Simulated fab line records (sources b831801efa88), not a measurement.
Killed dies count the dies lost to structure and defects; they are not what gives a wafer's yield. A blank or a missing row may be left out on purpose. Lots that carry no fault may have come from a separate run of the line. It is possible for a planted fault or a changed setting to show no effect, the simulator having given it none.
2 desks, one fault :: flow sky130 :: every desk sees just its own numbers, and what lay behind them comes last

FROM THE METROLOGY DESK
What the gauges read, lot by lot, whatever tool the lot ran on: means of the sampled wafers that have a number. Marked OUT: a lot whose mean sits more than 4 standard deviations from the usual mean, which makes it out of limits; the brackets give that distance.
Columns: A = VIA4_W_RS at SKY_VIA4_RS_MEAS_19, usual 0.2274 ohm/sq; B = VIA4_W_THK at SKY_VIA4_THK_MEAS_20, usual 528 nm; C = METAL5_ALCU_RS at SKY_METAL5_RS_MEAS_05, usual 0.0270 ohm/sq; D = METAL5_ALCU_THK at SKY_METAL5_THK_MEAS_06, usual 1148 nm
lot: L152
first seen here: day 43 19:21
A: 0.2267
B: 524
C: 0.0273
D: 1144

lot: L158
first seen here: day 45 02:43
A: 0.2292
B: 522
C: 0.0266
D: 1159

lot: L164
first seen here: day 46 10:31
A: 0.2233
B: 541
C: 0.0271
D: 1145

lot: L173
first seen here: day 48 15:17
A: 0.2275
B: 524
C: 0.0266
D: 1163

lot: L174
first seen here: day 48 19:49
A: 0.2261
B: 535
C: 0.0267
D: 1170
This desk's verdict: no lot among the 5 shows anything out of limits.

TOOL OWNER'S DESK, pvd sputter-04
At SKY_METAL5_SPUTTER_04 (material TiN, target thk 70 nm, time 58.3 s) the tool's own readings: per lot run on this tool, the mean of the sampled wafers that have a number. Marked OUT: a lot whose mean sits more than 4 standard deviations from the usual mean, which makes it out of limits; the brackets give that distance.
Columns: A = throttle valve pct at SKY_METAL5_SPUTTER_04, usual 29.8 %
lot: L152
first seen here: day 43 19:56
A: 28.9

lot: L164
first seen here: day 46 11:07
A: 29.5

lot: L173
first seen here: day 48 15:52
A: 30.4
This desk's verdict: no lot among the 3 shows anything out of limits.

ALL TOGETHER
From the metrology desk's view, nothing was out of limits.
The tool owner's desk saw nothing out of limits.

WHAT HAD BEEN PUT IN BY THE SIMULATOR
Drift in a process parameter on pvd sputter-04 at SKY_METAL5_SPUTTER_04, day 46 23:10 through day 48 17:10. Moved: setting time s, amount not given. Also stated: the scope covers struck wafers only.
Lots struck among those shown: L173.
